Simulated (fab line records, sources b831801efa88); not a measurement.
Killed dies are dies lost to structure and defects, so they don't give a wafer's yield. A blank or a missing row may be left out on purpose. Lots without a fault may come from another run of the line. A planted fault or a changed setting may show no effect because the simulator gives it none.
Which tool did it? | flow sky130 | 6 lots, 18 wafers sampled, at 2 steps of a route of 708

WHAT THE GAUGES READ, wafer by wafer
SKY_VT_ADJUST_HVTP_CD_MEAS_07: target cd 380 nm.
lot  | measured     | on        | cd_nm (nm)
L128 | day 6 06:57  | cd_sem-01 | 377.8 377.9 376.3
L131 | day 7 05:12  | cd_sem-02 | 377.2 379.3 377.7
L133 | day 7 13:25  | cd_sem-01 | 378.3 380.3 380.4
L143 | day 10 05:29 | cd_sem-01 | 382.1 382.8 381.1
L145 | day 10 15:41 | cd_sem-02 | 382.4 379.1 380.6
L148 | day 11 14:09 | cd_sem-01 | 378.7 377.2 379.4

WHICH TOOL RAN EACH LOT (tool, then ch and the chambers of the sampled wafers, then the start)
lot  | SKY_VT_ADJUST_HVTP_EXPOSE_04
L128 | iline_stepper-01 ch 0, day 5 21:17
L131 | iline_stepper-02 ch 0, day 6 19:32
L133 | iline_stepper-01 ch 0, day 7 04:17
L143 | iline_stepper-02 ch 0, day 9 18:32
L145 | iline_stepper-02 ch 0, day 10 04:59
L148 | iline_stepper-01 ch 0, day 11 03:46
- SKY_VT_ADJUST_HVTP_EXPOSE_04: exposes mask HVTPM, target cd 380 nm.

THE ANSWER, worked out from the rows above alone
Rule: what is usual is taken from the lots themselves. Put in order of their means at a reading, lots are off if they are a third of the lots or fewer, leave a main group of 4 or more, and stand apart from it by a gap of 3 or more times the standard deviation of the main group's means; of several such gaps the widest counts. A main group whose means are all the same, to the digits that the tables above print for the reading, isn't used. A lot without any number at a reading at which 4 lots or more have one is off too. The other lots that the step has rows for count as sound.
No lot is off at any reading shown: from this, nothing can be told.

WHAT THE SIMULATOR HAD PUT IN
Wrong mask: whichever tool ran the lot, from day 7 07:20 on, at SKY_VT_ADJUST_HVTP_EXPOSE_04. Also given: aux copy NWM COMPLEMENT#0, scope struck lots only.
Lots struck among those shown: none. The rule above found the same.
